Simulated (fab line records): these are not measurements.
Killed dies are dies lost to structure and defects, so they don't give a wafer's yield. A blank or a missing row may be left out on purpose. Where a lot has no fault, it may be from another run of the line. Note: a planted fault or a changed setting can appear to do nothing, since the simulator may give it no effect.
Which tool did it? | flow sky130 | Sampling: 12 lots, 36 wafers, 4 of 708 route steps

## WHAT EACH GAUGE READ, for each wafer
SKY_POLY_GATE_CD_MEAS_22. Usual: cdNm 150 nm, standard deviation 3.1.
lot  | measured     | on       | cdNm (nm)   | flag
L672 | day 16 03:17 | cdSem-02 | 149 150 150 | 
L674 | day 17 01:41 | cdSem-01 | 151 146 147 | 
L676 | day 17 19:52 | cdSem-02 | 148 147 156 | 
L677 | day 18 15:40 | cdSem-01 | 155 149 148 | 
L678 | day 18 22:20 | cdSem-02 | 153 148 152 | 
L679 | day 19 01:52 | cdSem-01 | 151 152 147 | 
L684 | day 21 01:01 | cdSem-01 | 154 149 149 | 
L690 | day 22 22:26 | cdSem-02 | 151 152 149 | 
L689 | day 23 00:04 | cdSem-01 | 149 152 152 | 
L691 | day 23 13:25 | cdSem-02 | 148 150 151 | 
L693 | day 24 01:37 | cdSem-02 | 152 148 144 | 
L694 | day 24 13:02 | cdSem-02 | 146 154 153 | 

SKY_LDD_P_TW_MEAS_11. Usual: LDD_P_TW typically reads 627, with standard deviation 3.5.
lot  | measured     | on           | LDD_P_TW    | flag
L672 | day 18 16:12 | filmMetro-02 | 623 626 626 | 
L674 | day 19 15:19 | filmMetro-02 | 627 626 624 | 
L676 | day 20 10:55 | filmMetro-02 | 627 629 625 | 
L677 | day 21 08:07 | filmMetro-02 | 622 625 627 | 
L678 | day 21 13:05 | filmMetro-04 | 632 634 632 | 
L679 | day 21 18:16 | filmMetro-04 | 633 635 634 | 
L684 | day 23 16:38 | filmMetro-03 | 625 624 627 | 
L690 | day 25 10:13 | filmMetro-04 | 597 598 597 | OFF
L689 | day 25 13:13 | filmMetro-02 | 604 601 601 | OFF
L691 | day 26 01:58 | filmMetro-02 | 628 625 625 | 
L693 | day 26 12:44 | filmMetro-02 | 625 628 628 | 
L694 | day 27 00:44 | filmMetro-04 | 629 630 626 | 

## TOOL THAT RAN EACH LOT (tool first, then ch and the chambers of the sampled wafers, then the start)
lot  | SKY_POLY_GATE_ETCH_16             | SKY_LDD_P_IMPLANT_09
L672 | rieDiel-02 ch 0,1, day 16 01:37   | implanter-02 ch 0, day 18 15:59
L674 | rieDiel-04 ch 1,2, day 16 23:23   | implanter-02 ch 0, day 19 15:04
L676 | rieDiel-01 ch 0,2,3, day 17 16:36 | implanter-01 ch 0, day 20 10:40
L677 | rieDiel-04 ch 0,1,3, day 18 13:54 | implanter-02 ch 0, day 21 07:52
L678 | rieDiel-04 ch 2,3, day 18 19:21   | implanter-04 ch 0, day 21 12:52
L679 | rieDiel-04 ch 0,2,3, day 19 00:15 | implanter-04 ch 0, day 21 18:01
L684 | rieDiel-02 ch 0,2,3, day 20 23:23 | implanter-04 ch 0, day 23 16:23
L690 | rieDiel-02 ch 0,1, day 22 20:01   | implanter-02 ch 0, day 25 09:58
L689 | rieDiel-01 ch 0,1,2, day 22 22:27 | implanter-02 ch 0, day 25 12:58
L691 | rieDiel-01 ch 1,3, day 23 11:45   | implanter-01 ch 0, day 26 01:43
L693 | rieDiel-04 ch 0,1,2, day 23 23:58 | implanter-04 ch 0, day 26 12:30
L694 | rieDiel-04 ch 0,1, day 24 11:20   | implanter-01 ch 0, day 27 00:29
- SKY_POLY_GATE_ETCH_16: etches Si3N4 in CH3F/O2, stops on poly-Si, time 147.5 s, target depth 75 nm.
- SKY_LDD_P_IMPLANT_09

## AS READ BY THE TOOLS THEMSELVES (means over the sampled wafers that have a number; for cases with no such wafer, the mark the record gives instead)
SKY_POLY_GATE_ETCH_16. Usual: ch3fFlowSccm 40.01 sccm, standard deviation 0.11; chamberPressureMTorr 25.000 mTorr, standard deviation 0.023; drypumpMotorCurrentA 6.0 A, standard deviation 0.42; oesProductAu 0.641 a.u., standard deviation 0.0051; rfFwdPowerW 398.1 W, standard deviation 1.3; throttleValvePct 10.536 %, standard deviation 0.0091.
lot  | tool       | ch3fFlowSccm (sccm) | chamberPressureMTorr (mTorr) | drypumpMotorCurrentA (A) | oesProductAu (a.u.) | rfFwdPowerW (W) | throttleValvePct (%) | flag
L672 | rieDiel-02 | 39.96               | 25.003                       | 6.5                      | 0.643               | 397.1           | 10.535               | 
L674 | rieDiel-04 | 40.04               | 24.993                       | 5.6                      | 0.642               | 398.2           | 10.541               | 
L676 | rieDiel-01 | 40.02               | 25.058                       | 5.5                      | 0.644               | 398.6           | 10.537               | 
L677 | rieDiel-04 | 39.93               | 24.995                       | 6.0                      | 0.639               | 397.4           | 10.538               | 
L678 | rieDiel-04 | 40.09               | 25.006                       | 5.8                      | 0.644               | 397.8           | 10.534               | 
L679 | rieDiel-04 | 40.05               | 25.003                       | 6.1                      | 0.638               | 400.1           | 10.539               | 
L684 | rieDiel-02 | 40.11               | 25.007                       | 6.2                      | 0.644               | 397.2           | 10.539               | 
L690 | rieDiel-02 | 39.89               | 24.979                       | 6.6                      | 0.640               | 397.8           | 10.535               | 
L689 | rieDiel-01 | 40.10               | 24.994                       | 5.6                      | 0.637               | 398.7           | 10.528               | 
L691 | rieDiel-01 | 40.01               | 25.013                       | 5.7                      | 0.641               | 398.9           | 10.536               | 
L693 | rieDiel-04 | 40.06               | 25.004                       | 5.8                      | 0.638               | 397.9           | 10.536               | 
L694 | rieDiel-04 | 40.04               | 24.991                       | 5.8                      | 0.639               | 397.7           | 10.534               | 

SKY_LDD_P_IMPLANT_09. Usual: faradayCurrentUA 56.4, standard deviation 1.1.
lot  | tool         | faradayCurrentUA | flag
L672 | implanter-02 | 55.1             | 
L674 | implanter-02 | 56.2             | 
L676 | implanter-01 | 56.4             | 
L677 | implanter-02 | 57.1             | 
L678 | implanter-04 | 56.2             | 
L679 | implanter-04 | 56.5             | 
L684 | implanter-04 | 56.0             | 
L690 | implanter-02 | 58.0             | 
L689 | implanter-02 | 56.8             | 
L691 | implanter-01 | 56.8             | 
L693 | implanter-04 | 56.4             | 
L694 | implanter-01 | 55.6             | 

## THE ANSWER, worked out from the rows above alone
Rule: a lot is off if the mean of its wafers that have a number lies more than 3 standard deviations from the usual mean. A lot without any number at a reading at which 4 lots or more have one is off too. The other lots that the step has rows for count as sound. First the gauges in route order, then the tools' own readings, where a lot's mean is used as printed above. The first step at which some lot is off is used, and at that step the reading that is off furthest; a lot without a number counts as furthest.
Off: at SKY_LDD_P_TW_MEAS_11 (LDD_P_TW), L690, L689.
A tool fits if, at a process step before that reading, it ran every lot that is off, and no sound lot after the first of them. The gauges at SKY_LDD_P_TW_MEAS_11 are tried like those tools. One candidate fits, namely implanter-02 at SKY_LDD_P_IMPLANT_09. Its last sound lot is L677 (day 21 07:52), its first lot that is off L690 (day 25 09:58): a fault that began between those two fits.

## WHAT THE SIMULATOR HAD PUT IN
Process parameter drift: implanter-02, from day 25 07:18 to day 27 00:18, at SKY_LDD_P_IMPLANT_09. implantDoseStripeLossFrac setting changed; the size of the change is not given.
Shown lots that were struck: L690, L689. The rule above found the same.
